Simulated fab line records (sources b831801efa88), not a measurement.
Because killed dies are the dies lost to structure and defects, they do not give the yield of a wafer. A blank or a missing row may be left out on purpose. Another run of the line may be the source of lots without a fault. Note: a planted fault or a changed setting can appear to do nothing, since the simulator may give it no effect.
Chamber matching -- flow sky130 -- 4 sister chambers for SKY_CONTACT_CMP_04 on cmp-01
The step polishes SiO2. 4 wafers are shown with their chamber, then 8 later ones without.

WAFERS WITH THEIR CHAMBER
wafer,chamber,motor_current_A (A)
L953.4,1,11.9
L954.5,3,13.4
L955.2,2,11.3
L957.1,0,13.4

WAFERS WITHOUT THEIR CHAMBER
wafer,motor_current_A (A)
L957.3,12.4
L957.5,13.4
L962.1,11.6
L962.3,12.1
L962.5,13.2
L960.1,13.0
L960.4,11.5
L960.5,11.6

CHAMBER TAKEN BY EACH
wafer,from the rows above,in truth
L957.3,can't be placed: 1 or 0 or 3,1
L957.5,can't be placed: 0 or 3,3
L962.1,can't be placed: 2 or 1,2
L962.3,1,1
L962.5,can't be placed: 0 or 3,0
L960.1,can't be placed: 0 or 3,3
L960.4,can't be placed: 2 or 1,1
L960.5,can't be placed: 2 or 1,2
Correct placement for 1 of the 8. From these rows, 7 cannot be placed; in 7 the true chamber is one of the candidates. Wrongly placed: 0.
How it was worked out, from the rows above alone: a wafer's distance from a chamber is the root of the sum, over the readings, of the square of ((its reading less the chamber's mean) divided by the reading's scatter). The wafer belongs to the nearest chamber; if the next one is less than 2 further off, it can't be placed. The mean given for a chamber averages the wafers shown for that chamber. The scatter (one wafer shown for each chamber): square how far every hidden wafer sits from the nearest shown wafer, average those squares and take the square root.
